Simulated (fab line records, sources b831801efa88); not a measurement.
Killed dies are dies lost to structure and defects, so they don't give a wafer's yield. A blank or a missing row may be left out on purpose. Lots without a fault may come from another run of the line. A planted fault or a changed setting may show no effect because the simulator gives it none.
Which tool did it? | flow sky130 | 12 lots, 36 wafers sampled, at 1 step of a route of 708

WHAT THE GAUGES READ, wafer by wafer
SKY_CONTACT_OVL_MEAS_15.
lot  | measured     | on         | CONTACT_OVL (nm)
L076 | day 32 08:50 | overlay-02 | 0 -2 -4
L077 | day 32 15:26 | overlay-02 | 4 12 -5
L079 | day 33 07:58 | overlay-02 | -2 -3 -6
L081 | day 34 01:34 | overlay-01 | 0 3 1
L083 | day 34 19:48 | overlay-01 | -3 -3 -8
L085 | day 35 14:24 | overlay-02 | -4 -6 2
L087 | day 35 23:55 | overlay-01 | 7 2 8
L089 | day 36 10:46 | overlay-01 | 11 1 4
L092 | day 37 05:59 | overlay-02 | 6 4 6
L093 | day 38 02:22 | overlay-02 | -3 -2 -7
L094 | day 38 13:04 | overlay-02 | -1 -2 7
L097 | day 38 22:52 | overlay-01 | 8 6 9

WHICH TOOL RAN EACH LOT (tool, then ch and the chambers of the sampled wafers, then the start)
The record holds no process step before these readings.

THE ANSWER, worked out from the rows above alone
Rule: what is usual is taken from the lots themselves. Put in order of their means at a reading, lots are off if they are a third of the lots or fewer, leave a main group of 4 or more, and stand apart from it by a gap of 3 or more times the standard deviation of the main group's means; of several such gaps the widest counts. A main group whose means are all the same, to the digits that the tables above print for the reading, isn't used. A lot without any number at a reading at which 4 lots or more have one is off too. The other lots that the step has rows for count as sound.
No lot is off at any reading shown: from this, nothing can be told.

WHAT THE SIMULATOR HAD PUT IN
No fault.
